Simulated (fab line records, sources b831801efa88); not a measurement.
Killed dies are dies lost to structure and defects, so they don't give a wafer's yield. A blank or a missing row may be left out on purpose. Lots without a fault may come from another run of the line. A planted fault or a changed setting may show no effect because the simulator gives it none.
A struck lot beside a sound one | flow gf180mcu | 17 steps out of a route of 602
Sound: wafers L670.2, L670.3, L670.6. Struck: wafers L660.2, L660.6. The cause comes at the end.
At each step with rows: each side's tool, then ch and its chambers, then its first start. Under that, the readings that differ: sound wafers | struck wafers | difference of the means | sigmas: that difference in standard deviations of wafers without a fault.
alike: readings whose means differ by less than 2 such deviations, and words and numbers that are the same on both sides. not compared: withheld readings, readings that some wafer has no value for, bounds like >300 that may hide the same value, and numbers for which the record gives no deviation and whose values overlap.
The two part at a step that has a row with sigmas, a row that says differs or no value, or rows on one side only. Numbers that don't overlap but have no deviation are shown without sigmas and don't part them. A reading that every wafer of one side lacks parts them only if that side has two wafers or more.

first, 3 steps without rows for these wafers: GF_V3_EXPOSE_11 (exposes mask Via3, target cd 260 nm); GF_V3_PEB_12 (peb time 90 s); GF_V3_DEVELOP_13 (develop time 60 s).
GF_V3_CD_MEAS_14: target cd 260 nm.
  sound on cd_sem-01, day 29 07:52; struck on cd_sem-02, day 26 06:41
  reading    | sound             | struck      | difference | sigmas
  cd_nm (nm) | 256.9 256.6 256.9 | 260.4 260.4 | +3.6       | +3
GF_V3_OVL_MEAS_15:
  sound on overlay-01, day 29 07:58; struck on overlay-01, day 26 06:48
  alike: V3_OVL
GF_V3_ETCH_16: etches BARC in N2/H2.
  sound on rie_diel-02 ch 0,1,2, day 29 07:59; struck on rie_diel-02 ch 1,2, day 26 06:50
  alike: bias_w, drypump_motor_current_A, oes_product_au, throttle_valve_pct
GF_V3_ETCH_17: etches SiO2 in C4F8/O2/Ar, stops on TiN, target depth 635 nm.
  sound on rie_diel-02 ch 0,1,2; struck on rie_diel-02 ch 1,2
  alike: bias_w, oes_product_au
then, 3 steps without rows for these wafers: GF_V3_STRIP_18 (strips in O2/N2); GF_V3_STRIP_19 (strips in post etch residue remover, time 1200 s); GF_V3_CLEAN_20 (cleans in DIW).
GF_V3_SPUTTER_21: material Ti, target thk 15 nm, time 80.02 s.
  sound on pvd_sputter-04, day 29 08:40; struck on pvd_sputter-01, day 26 07:30
  alike: substrate_temp_c, throttle_valve_pct
GF_V3_SPUTTER_22: material TiN, target thk 10 nm, time 40 s.
  sound on pvd_sputter-04, day 29 08:44; struck on pvd_sputter-01, day 26 07:34
  alike: throttle_valve_pct
GF_V3_CVD_23: deposits W, target thk 350 nm, time 104.9 s.
  sound on cvd_w-01 ch 0,1, day 29 08:46; struck on cvd_w-01 ch 1, day 26 07:36
  reading                          | sound           | struck      | difference | sigmas
  model.W_of_V3_CVD_23.thk_nm (nm) | 353 354.3 354.1 | 375.3 376.7 | +22.2      |
  alike: heater_power_w
GF_V3_RS_MEAS_24: measures by four-point-probe.
  sound on film_metro-01, day 29 08:54; struck on film_metro-01, day 26 07:44
  reading          | sound             | struck      | difference | sigmas
  V3_W_RS (ohm/sq) | 0.324 0.322 0.323 | 0.304 0.303 | -0.020     | -5
GF_V3_THK_MEAS_25: measures by xrf.
  sound on film_metro-01, day 29 09:01; struck on film_metro-01, day 26 07:50
  reading       | sound       | struck  | difference | sigmas
  V3_W_THK (nm) | 363 367 366 | 390 392 | +26        | +5
GF_V3_CMP_26: polishes, stops on SiO2, t overpolish 15 s, target thk 0 nm.
  sound on cmp-02 ch 0,1,2, day 29 09:04; struck on cmp-02 ch 2,3, day 26 07:53
  alike: motor_current_A, platen_rpm
then, 1 step without rows for these wafers: GF_PASSIVATION_PROBE_99.

WHERE THEY PART
First at GF_V3_CD_MEAS_14; last, within this record, at GF_V3_THK_MEAS_25. Later steps at which nothing parts them and some readings are alike: GF_V3_CMP_26.

WHY: what the simulator had put in
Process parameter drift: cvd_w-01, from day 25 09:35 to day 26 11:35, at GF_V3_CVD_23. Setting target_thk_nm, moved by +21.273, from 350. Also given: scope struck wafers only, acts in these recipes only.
